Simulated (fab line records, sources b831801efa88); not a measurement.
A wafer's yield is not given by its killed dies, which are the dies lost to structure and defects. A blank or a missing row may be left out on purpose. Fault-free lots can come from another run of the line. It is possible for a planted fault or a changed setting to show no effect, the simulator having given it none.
2 desks looking at one fault :: flow sky130 :: each desk has only its own numbers; what lay behind them comes last

== TOOL OWNER'S DESK, implanter-01 ==
For each lot that ran on this tool, the mean over its sampled wafers that have a number, from the tool's own readings at SKY_SD_N_IMPLANT_09. The brackets show how far a lot's mean lies from the usual mean; more than 4 standard deviations puts the lot out of limits, marked OUT.
Columns: A = beamEnergyKeV at SKY_SD_N_IMPLANT_09, usual 50.003; B = beamOnS at SKY_SD_N_IMPLANT_09, usual 19.0 s
lot: L477
first seen here: day 28 16:14
A: 50.005
B: 17.8

lot: L480
first seen here: day 29 10:05
A: 49.996
B: 17.8

lot: L481
first seen here: day 30 01:56
A: 44.722 (-99 or more) OUT
B: 17.2

lot: L486
first seen here: day 31 14:03
A: 44.720 (-99 or more) OUT
B: 17.6

lot: L490
first seen here: day 34 10:14
A: 49.995
B: 17.5

lot: L496
first seen here: day 36 02:14
A: 50.013
B: 17.5
This desk's verdict: out of limits on L481, L486, starting with L481 at day 30 01:56 (beamEnergyKeV at SKY_SD_N_IMPLANT_09). L477, L480, L490, L496 stayed within limits.

== METROLOGY DESK ==
What the gauges read for every lot (on any tool): the sampled wafers with a number, averaged. The brackets show how far a lot's mean lies from the usual mean; more than 4 standard deviations puts the lot out of limits, marked OUT.
Columns: A = cdNm at SKY_POLY_CUT_CD_MEAS_08, usual 270.1 nm; B = SD_N_TW at SKY_SD_N_TW_MEAS_12, usual 3952; C = SD_N_RS at SKY_SD_N_RS_MEAS_16, usual 68.58 ohm/sq; D = LI_CONTACT_BOW at SKY_LI_CONTACT_BOW_MEAS_03, usual 55 um
lot: L475
first seen here: day 24 00:02
A: 271.1
B: 3944
C: 68.42
D: 58

lot: L477
first seen here: day 25 01:20
A: 269.6
B: 3986
C: 68.59
D: 58

lot: L480
first seen here: day 25 21:11
A: 270.2
B: 3948
C: 68.70
D: 50

lot: L481
first seen here: day 26 14:32
A: 268.8
B: 3871
C: 72.37 (+29) OUT
D: 61

lot: L486
first seen here: day 28 02:49
A: 270.3
B: 3824 (-4.9) OUT
C: 72.48 (+30) OUT
D: 53

lot: L490
first seen here: day 31 01:26
A: 271.2
B: 3948
C: 68.71
D: 59

lot: L493
first seen here: day 31 15:47
A: 267.9
B: 3965
C: 68.43
D: 50

lot: L495
first seen here: day 32 08:11
A: 269.3
B: 3905
C: 68.65
D: 62

lot: L497
first seen here: day 32 14:14
A: 269.1
B: 3901
C: 68.56
D: 50

lot: L496
first seen here: day 32 19:37
A: 268.1
B: 3964
C: 68.60
D: 52
This desk's result: L481, L486 out of limits, first on L481 (SD_N_RS at SKY_SD_N_RS_MEAS_16), day 30 02:36. L475, L477, L480, L490, L493, L495, L497, L496 stayed within limits.

== PUT TOGETHER ==
An alarm could have come from the tool owner's desk at day 30 01:56, on L481, L486.
Metrology desk: alarm possible at day 30 02:36 on L481, L486.
Every lot named ran SKY_SD_N_IMPLANT_09 on implanter-01.

== WHAT THE SIMULATOR PUT IN ==
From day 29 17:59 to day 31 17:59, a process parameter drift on implanter-01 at SKY_SD_N_IMPLANT_09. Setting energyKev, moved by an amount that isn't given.
Struck lots among those shown: L481, L486.
Fault start to first reading out of limits, in hours, per desk: tool owner, 8; metrology, 9.
